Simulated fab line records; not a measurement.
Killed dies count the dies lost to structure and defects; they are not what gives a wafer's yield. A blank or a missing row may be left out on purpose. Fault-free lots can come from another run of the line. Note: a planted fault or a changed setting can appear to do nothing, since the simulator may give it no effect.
Which tool was responsible? :: flow gf180mcu :: 13 lots with 39 wafers sampled at 5 steps, on a route of 602 steps

== WHAT THE GAUGES SHOWED, per wafer ==
GF_VT_IMPLANT_OVL_MEAS_29.
lot: L725
measured: day 6 21:51
on: overlay-01
VT_IMPLANT_02_OVL (nm): -1.6 -2.9 -2.1

lot: L726
measured: day 7 06:34
on: overlay-02
VT_IMPLANT_02_OVL (nm): 1.0 1.5 1.4

lot: L727
measured: day 7 09:24
on: overlay-01
VT_IMPLANT_02_OVL (nm): 0.2 0.1 -1.8

lot: L728
measured: day 7 15:22
on: overlay-01
VT_IMPLANT_02_OVL (nm): 1.0 1.1 2.2

lot: L735
measured: day 9 15:40
on: overlay-01
VT_IMPLANT_02_OVL (nm): 177.9 177.0 176.9 176.9 175.6 176.0

lot: L738
measured: day 10 08:48
on: overlay-01
VT_IMPLANT_02_OVL (nm): 176.9 176.7 178.0 176.3 176.1 177.1

lot: L739
measured: day 10 18:51
on: overlay-01
VT_IMPLANT_02_OVL (nm): 0.8 0.3 -0.7

lot: L741
measured: day 11 06:25
on: overlay-02
VT_IMPLANT_02_OVL (nm): 0.2 1.7 1.2

lot: L742
measured: day 11 11:12
on: overlay-02
VT_IMPLANT_02_OVL (nm): 1.5 1.3 2.3

lot: L745
measured: day 12 08:00
on: overlay-02
VT_IMPLANT_02_OVL (nm): -0.3 -0.5 0.8

lot: L746
measured: day 12 15:04
on: overlay-01
VT_IMPLANT_02_OVL (nm): -1.9 -3.6 -1.6

lot: L747
measured: day 12 20:27
on: overlay-02
VT_IMPLANT_02_OVL (nm): 1.2 1.0 0.8

lot: L748
measured: day 13 02:31
on: overlay-02
VT_IMPLANT_02_OVL (nm): -0.4 -0.3 -0.7

GF_VT_IMPLANT_RS_MEAS_48: measures by four-point-probe.
lot: L725
measured: day 7 14:14
on: film metro-03
LVPWELL_RS (ohm/sq): 1201 1199 1198

lot: L726
measured: day 7 23:32
on: film metro-03
LVPWELL_RS (ohm/sq): 1203 1205 1203

lot: L727
measured: day 8 02:24
on: film metro-03
LVPWELL_RS (ohm/sq): 1205 1197 1199

lot: L728
measured: day 8 08:16
on: film metro-02
LVPWELL_RS (ohm/sq): 1193 1190 1191

lot: L739
measured: day 11 14:44
on: film metro-03
LVPWELL_RS (ohm/sq): 1200 1199 1202

lot: L741
measured: day 12 02:35
on: film metro-04
LVPWELL_RS (ohm/sq): 1193 1193 1191

lot: L742
measured: day 12 07:26
on: film metro-03
LVPWELL_RS (ohm/sq): 1203 1200 1203

lot: L745
measured: day 13 05:02
on: film metro-04
LVPWELL_RS (ohm/sq): 1204 1206 1203

lot: L746
measured: day 13 12:20
on: film metro-03
LVPWELL_RS (ohm/sq): 1197 1195 1197

lot: L747
measured: day 13 17:47
on: film metro-04
LVPWELL_RS (ohm/sq): 1198 1197 1192

lot: L748
measured: day 13 23:34
on: film metro-02
LVPWELL_RS (ohm/sq): 1202 1197 1203

== EACH LOT AND THE TOOL THAT RAN IT (in order: tool; ch and the chambers of the sampled wafers; start) ==
lot: L725
GF_VT_IMPLANT_STRIP_09: plasma asher-04 ch 0,1, day 5 15:14
GF_VT_IMPLANT_STRIP_20: plasma asher-03 ch 0,1, day 6 06:23
GF_VT_IMPLANT_EXPOSE_26: iline stepper-01 ch 0, day 6 14:38

lot: L726
GF_VT_IMPLANT_STRIP_09: plasma asher-04 ch 0,1, day 5 23:17
GF_VT_IMPLANT_STRIP_20: plasma asher-04 ch 0,1, day 6 15:01
GF_VT_IMPLANT_EXPOSE_26: iline stepper-02 ch 0, day 6 22:49

lot: L727
GF_VT_IMPLANT_STRIP_09: plasma asher-04 ch 0,1, day 6 03:08
GF_VT_IMPLANT_STRIP_20: plasma asher-03 ch 0,1, day 6 18:20
GF_VT_IMPLANT_EXPOSE_26: iline stepper-01 ch 0, day 7 01:53

lot: L728
GF_VT_IMPLANT_STRIP_09: plasma asher-03 ch 0,1, day 6 09:08
GF_VT_IMPLANT_STRIP_20: plasma asher-04 ch 0,1, day 6 23:53
GF_VT_IMPLANT_EXPOSE_26: iline stepper-01 ch 0, day 7 07:55

lot: L735
GF_VT_IMPLANT_STRIP_09: plasma asher-04 ch 0,1, day 8 05:32
GF_VT_IMPLANT_STRIP_20: plasma asher-02 ch 0,1, day 8 22:29
GF_VT_IMPLANT_EXPOSE_26: iline stepper-02 ch 0, day 9 07:20

lot: L738
GF_VT_IMPLANT_STRIP_09: plasma asher-03 ch 0,1, day 8 21:35
GF_VT_IMPLANT_STRIP_20: plasma asher-03 ch 0,1, day 9 14:56
GF_VT_IMPLANT_EXPOSE_26: iline stepper-02 ch 0, day 9 23:59

lot: L739
GF_VT_IMPLANT_STRIP_09: plasma asher-03 ch 0,1, day 9 07:41
GF_VT_IMPLANT_STRIP_20: plasma asher-03 ch 0,1, day 10 00:41
GF_VT_IMPLANT_EXPOSE_26: iline stepper-01 ch 0, day 10 10:01

lot: L741
GF_VT_IMPLANT_STRIP_09: plasma asher-02 ch 0,1, day 9 18:19
GF_VT_IMPLANT_STRIP_20: plasma asher-02 ch 0,1, day 10 12:40
GF_VT_IMPLANT_EXPOSE_26: iline stepper-01 ch 0, day 10 21:58

lot: L742
GF_VT_IMPLANT_STRIP_09: plasma asher-04 ch 0,1, day 9 22:44
GF_VT_IMPLANT_STRIP_20: plasma asher-02 ch 0,1, day 10 17:08
GF_VT_IMPLANT_EXPOSE_26: iline stepper-01 ch 0, day 11 02:24

lot: L745
GF_VT_IMPLANT_STRIP_09: plasma asher-03 ch 0,1, day 10 17:59
GF_VT_IMPLANT_STRIP_20: plasma asher-04 ch 0,1, day 11 12:23
GF_VT_IMPLANT_EXPOSE_26: iline stepper-01 ch 0, day 11 22:37

lot: L746
GF_VT_IMPLANT_STRIP_09: plasma asher-04 ch 0,1, day 11 00:13
GF_VT_IMPLANT_STRIP_20: plasma asher-03 ch 0,1, day 11 19:10
GF_VT_IMPLANT_EXPOSE_26: iline stepper-01 ch 0, day 12 05:05

lot: L747
GF_VT_IMPLANT_STRIP_09: plasma asher-04 ch 0,1, day 11 05:23
GF_VT_IMPLANT_STRIP_20: plasma asher-03 ch 0,1, day 12 00:35
GF_VT_IMPLANT_EXPOSE_26: iline stepper-01 ch 0, day 12 10:27

lot: L748
GF_VT_IMPLANT_STRIP_09: plasma asher-03 ch 0,1, day 11 11:20
GF_VT_IMPLANT_STRIP_20: plasma asher-04 ch 0,1, day 12 06:44
GF_VT_IMPLANT_EXPOSE_26: iline stepper-01 ch 0, day 12 17:04
- GF_VT_IMPLANT_STRIP_09: strips in O2/N2.
- GF_VT_IMPLANT_STRIP_20: strips in O2/N2.
- GF_VT_IMPLANT_EXPOSE_26: exposes mask LVPWELL HV AREA, target cd 860 nm.

== AS READ BY THE TOOLS THEMSELVES (means over the sampled wafers that have a number; for cases with no such wafer, the mark the record gives instead) ==
GF_VT_IMPLANT_STRIP_09.
lot: L725
tool: plasma asher-04
drypump motor current A (A): 5.79
heater power w (W): 340
oes product au (a.u.): 0.713
strip time to endpoint s (s): 12.618

lot: L726
tool: plasma asher-04
drypump motor current A (A): 5.85
heater power w (W): 334
oes product au (a.u.): 0.712
strip time to endpoint s (s): 12.614

lot: L727
tool: plasma asher-04
drypump motor current A (A): 5.78
heater power w (W): 335
oes product au (a.u.): 0.720
strip time to endpoint s (s): 12.633

lot: L728
tool: plasma asher-03
drypump motor current A (A): 5.85
heater power w (W): 343
oes product au (a.u.): 0.720
strip time to endpoint s (s): 12.613

lot: L735
tool: plasma asher-04
drypump motor current A (A): 5.80
heater power w (W): 338
oes product au (a.u.): 0.714
strip time to endpoint s (s): 12.631

lot: L738
tool: plasma asher-03
drypump motor current A (A): 5.84
heater power w (W): 342
oes product au (a.u.): 0.715
strip time to endpoint s (s): 12.623

lot: L739
tool: plasma asher-03
drypump motor current A (A): 5.65
heater power w (W): 337
oes product au (a.u.): 0.710
strip time to endpoint s (s): 12.628

lot: L741
tool: plasma asher-02
drypump motor current A (A): 5.96
heater power w (W): 354
oes product au (a.u.): 0.712
strip time to endpoint s (s): 12.628

lot: L742
tool: plasma asher-04
drypump motor current A (A): 5.86
heater power w (W): 333
oes product au (a.u.): 0.715
strip time to endpoint s (s): 12.667

lot: L745
tool: plasma asher-03
drypump motor current A (A): 5.86
heater power w (W): 345
oes product au (a.u.): 0.714
strip time to endpoint s (s): 12.645

lot: L746
tool: plasma asher-04
drypump motor current A (A): 5.81
heater power w (W): 337
oes product au (a.u.): 0.715
strip time to endpoint s (s): 12.644

lot: L747
tool: plasma asher-04
drypump motor current A (A): 5.85
heater power w (W): 332
oes product au (a.u.): 0.717
strip time to endpoint s (s): 12.624

lot: L748
tool: plasma asher-03
drypump motor current A (A): 5.85
heater power w (W): 345
oes product au (a.u.): 0.714
strip time to endpoint s (s): 12.659

GF_VT_IMPLANT_STRIP_20.
lot: L725
tool: plasma asher-03
drypump motor current A (A): 5.86
heater power w (W): 343
oes product au (a.u.): 0.717
strip time to endpoint s (s): 12.72

lot: L726
tool: plasma asher-04
drypump motor current A (A): 5.87
heater power w (W): 335
oes product au (a.u.): 0.716
strip time to endpoint s (s): 12.61

lot: L727
tool: plasma asher-03
drypump motor current A (A): 5.67
heater power w (W): 342
oes product au (a.u.): 0.711
strip time to endpoint s (s): 12.69

lot: L728
tool: plasma asher-04
drypump motor current A (A): 5.83
heater power w (W): 335
oes product au (a.u.): 0.714
strip time to endpoint s (s): 12.65

lot: L735
tool: plasma asher-02
drypump motor current A (A): 5.75
heater power w (W): 333
oes product au (a.u.): 0.717
strip time to endpoint s (s): 12.60

lot: L738
tool: plasma asher-03
drypump motor current A (A): 5.66
heater power w (W): 343
oes product au (a.u.): 0.718
strip time to endpoint s (s): 12.64

lot: L739
tool: plasma asher-03
drypump motor current A (A): 5.86
heater power w (W): 343
oes product au (a.u.): 0.714
strip time to endpoint s (s): 12.60

lot: L741
tool: plasma asher-02
drypump motor current A (A): 5.74
heater power w (W): 330
oes product au (a.u.): 0.713
strip time to endpoint s (s): 12.63

lot: L742
tool: plasma asher-02
drypump motor current A (A): 5.75
heater power w (W): 330
oes product au (a.u.): 0.710
strip time to endpoint s (s): 12.61

lot: L745
tool: plasma asher-04
drypump motor current A (A): 5.85
heater power w (W): 331
oes product au (a.u.): 0.716
strip time to endpoint s (s): 12.60

lot: L746
tool: plasma asher-03
drypump motor current A (A): 5.67
heater power w (W): 337
oes product au (a.u.): 0.720
strip time to endpoint s (s): 12.63

lot: L747
tool: plasma asher-03
drypump motor current A (A): 5.68
heater power w (W): 334
oes product au (a.u.): 0.717
strip time to endpoint s (s): 12.61

lot: L748
tool: plasma asher-04
drypump motor current A (A): 5.78
heater power w (W): 341
oes product au (a.u.): 0.713
strip time to endpoint s (s): 12.67

== THE ANSWER, worked out from the rows above alone ==
Rule: what is usual is taken from the lots themselves. Put in order of their means at a reading, lots are off if they are a third of the lots or fewer, leave a main group of 4 or more, and stand apart from it by a gap of 3 or more times the standard deviation of the main group's means; of several such gaps the widest counts. If all means in a main group match to the digits the tables above print for the reading, that group is not used. Also off: a lot with no number at a reading for which 4 or more lots have one. Where the step has rows for the other lots, those lots are counted as sound. Order of review: gauges by route order, followed by the tools' own readings, for which a lot's mean as printed above is used. At the first step where some lot is off, the reading lying furthest off is the one used; lots without a number count as furthest.
Off: L735, L738, seen at GF_VT_IMPLANT_OVL_MEAS_29 (VT_IMPLANT_02_OVL). Main group: mean 0.1 nm, sd 1.3.
If a tool, at a process step before that reading, ran all the lots that are off and no sound lot after the first of them, it fits. Gauges at GF_VT_IMPLANT_OVL_MEAS_29: tried the same way as those tools. One fits: iline stepper-02 at GF_VT_IMPLANT_EXPOSE_26. A fault onset in the window from L726 (day 6 22:49, its last sound lot) to L735 (day 9 07:20, its first lot off) fits.

== WHAT THE SIMULATOR HAD INSERTED ==
Scanner matching overlay: iline stepper-02, from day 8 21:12 on, at GF_VT_IMPLANT_EXPOSE_26. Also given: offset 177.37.
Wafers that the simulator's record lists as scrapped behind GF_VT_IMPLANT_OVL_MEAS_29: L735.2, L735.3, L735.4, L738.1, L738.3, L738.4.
Struck lots among those shown: L735, L738. The same result came from the rule above.
